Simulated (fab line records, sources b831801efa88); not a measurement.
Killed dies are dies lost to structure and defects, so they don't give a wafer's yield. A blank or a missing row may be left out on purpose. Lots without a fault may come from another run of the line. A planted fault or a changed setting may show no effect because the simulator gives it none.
Which tool did it? | flow gf180mcu | 12 lots, 34 wafers sampled, at 2 steps of a route of 602

WHAT THE GAUGES READ, wafer by wafer
GF_TOP_METAL_RS_MEAS_05: measures by four-point-probe.
lot  | measured     | on            | TOP_METAL_ALCU_RS (ohm/sq)
L687 | day 27 21:21 | film_metro-03 | 0.0330 0.0331 0.0329
L688 | day 28 01:08 | film_metro-02 | 0.0321 0.0323 0.0321
L689 | day 28 14:23 | film_metro-02 | 0.0321 0.0327 0.0321
L691 | day 28 22:54 | film_metro-02 | 0.0325 0.0325 0.0328
L693 | day 29 21:25 | film_metro-04 | 0.0331 0.0323 0.0329
L694 | day 29 21:47 | film_metro-02 | 0.0322 0.0326 0.0322
L695 | day 30 08:09 | film_metro-03 | 0.0332 0.0331 0.0331
L696 | day 30 13:39 | film_metro-04 | 0.0328 0.0322 0.0324
L702 | day 32 08:10 | film_metro-03 | 0.0335 0.0334
L704 | day 32 12:20 | film_metro-04 | 0.0331 0.0325
L707 | day 33 04:22 | film_metro-02 | 0.0327 0.0321 0.0324
L709 | day 33 11:02 | film_metro-03 | 0.0326 0.0323 0.0326

WHICH TOOL RAN EACH LOT (tool, then ch and the chambers of the sampled wafers, then the start)
lot  | GF_V5_SPUTTER_21
L687 | pvd_sputter-02, day 27 20:26
L688 | pvd_sputter-03, day 28 00:10
L689 | pvd_sputter-03, day 28 13:29
L691 | pvd_sputter-01, day 28 21:57
L693 | pvd_sputter-01, day 29 20:28
L694 | pvd_sputter-03, day 29 20:52
L695 | pvd_sputter-02, day 30 07:14
L696 | pvd_sputter-03, day 30 12:44
L702 | pvd_sputter-02, day 32 07:15
L704 | pvd_sputter-01, day 32 11:25
L707 | pvd_sputter-03, day 33 03:23
L709 | pvd_sputter-03, day 33 10:05
- GF_V5_SPUTTER_21: material Ti, target thk 15 nm, time 80.02 s.

WHAT THE TOOLS THEMSELVES READ (means of the sampled wafers that have a number; where no wafer has one, the mark that the record gives instead)
GF_V5_SPUTTER_21.
lot  | tool           | throttle_valve_pct (%)
L687 | pvd_sputter-02 | 30.7
L688 | pvd_sputter-03 | 29.5
L689 | pvd_sputter-03 | 30.4
L691 | pvd_sputter-01 | 29.0
L693 | pvd_sputter-01 | 29.8
L694 | pvd_sputter-03 | 29.8
L695 | pvd_sputter-02 | 30.8
L696 | pvd_sputter-03 | 30.6
L702 | pvd_sputter-02 | 30.0
L704 | pvd_sputter-01 | 29.4
L707 | pvd_sputter-03 | 29.8
L709 | pvd_sputter-03 | 30.3

THE ANSWER, worked out from the rows above alone
Rule: what is usual is taken from the lots themselves. Put in order of their means at a reading, lots are off if they are a third of the lots or fewer, leave a main group of 4 or more, and stand apart from it by a gap of 3 or more times the standard deviation of the main group's means; of several such gaps the widest counts. A main group whose means are all the same, to the digits that the tables above print for the reading, isn't used. A lot without any number at a reading at which 4 lots or more have one is off too. The other lots that the step has rows for count as sound. The gauges are gone through in route order, then the tools' own readings, and for those a lot's mean is taken as printed above. The first step at which some lot is off is used, and at that step the reading that is off furthest; a lot without a number counts as furthest.
No lot is off at any reading shown: from this, nothing can be told.

WHAT THE SIMULATOR HAD PUT IN
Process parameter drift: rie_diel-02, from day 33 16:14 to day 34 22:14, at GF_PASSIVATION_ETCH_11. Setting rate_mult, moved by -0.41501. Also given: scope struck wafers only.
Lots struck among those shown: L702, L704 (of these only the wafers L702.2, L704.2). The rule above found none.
